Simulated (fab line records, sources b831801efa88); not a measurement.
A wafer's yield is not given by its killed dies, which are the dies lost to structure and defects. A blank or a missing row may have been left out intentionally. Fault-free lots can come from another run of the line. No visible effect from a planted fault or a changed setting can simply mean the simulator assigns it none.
Chamber matching / flow sky130 / cmp-01 running SKY_CONTACT_CMP_27: 4 sister chambers
The step polishes, stops on SiO2, t overpolish 15 s, target thk 0 nm. 4 wafers are shown with their chamber, then 9 later ones without.

WAFERS WITH THEIR CHAMBER
wafer=L160.6; chamber=3; motorCurrentA (A)=11.9
wafer=L162.1; chamber=2; motorCurrentA (A)=9.7
wafer=L162.2; chamber=1; motorCurrentA (A)=11.7
wafer=L162.5; chamber=0; motorCurrentA (A)=9.6

WAFERS WITH NO CHAMBER GIVEN
wafer=L165.1; motorCurrentA (A)=9.6
wafer=L165.2; motorCurrentA (A)=11.0
wafer=L165.4; motorCurrentA (A)=8.9
wafer=L166.1; motorCurrentA (A)=11.4
wafer=L166.5; motorCurrentA (A)=9.0
wafer=L166.6; motorCurrentA (A)=11.7
wafer=L167.1; motorCurrentA (A)=11.7
wafer=L167.3; motorCurrentA (A)=11.5
wafer=L167.5; motorCurrentA (A)=10.3

WHICH CHAMBER EACH WENT THROUGH
wafer=L165.1; from the rows above=can't be placed: 0 or 2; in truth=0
wafer=L165.2; from the rows above=can't be placed: 1 or 3 or 2 or 0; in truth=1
wafer=L165.4; from the rows above=can't be placed: 0 or 2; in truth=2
wafer=L166.1; from the rows above=can't be placed: 1 or 3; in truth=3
wafer=L166.5; from the rows above=can't be placed: 0 or 2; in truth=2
wafer=L166.6; from the rows above=can't be placed: 1 or 3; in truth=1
wafer=L167.1; from the rows above=can't be placed: 1 or 3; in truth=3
wafer=L167.3; from the rows above=can't be placed: 1 or 3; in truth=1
wafer=L167.5; from the rows above=can't be placed: 2 or 0 or 1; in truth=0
Placed correctly: 0 of 9. Unplaceable from these rows: 9, with the true chamber sitting among the candidates in 9. Placed wrongly: 0.
How it was worked out, from the rows above alone: a wafer's distance from a chamber is the root of the sum, over the readings, of the square of ((its reading less the chamber's mean) divided by the reading's scatter). If the next closest chamber is less than 2 further off than the closest, the wafer can't be placed; otherwise it belongs to the closest. The mean given for a chamber averages the wafers shown for that chamber. The scatter: root of mean squared gap, hidden wafer to nearest shown wafer, with one shown wafer a chamber.
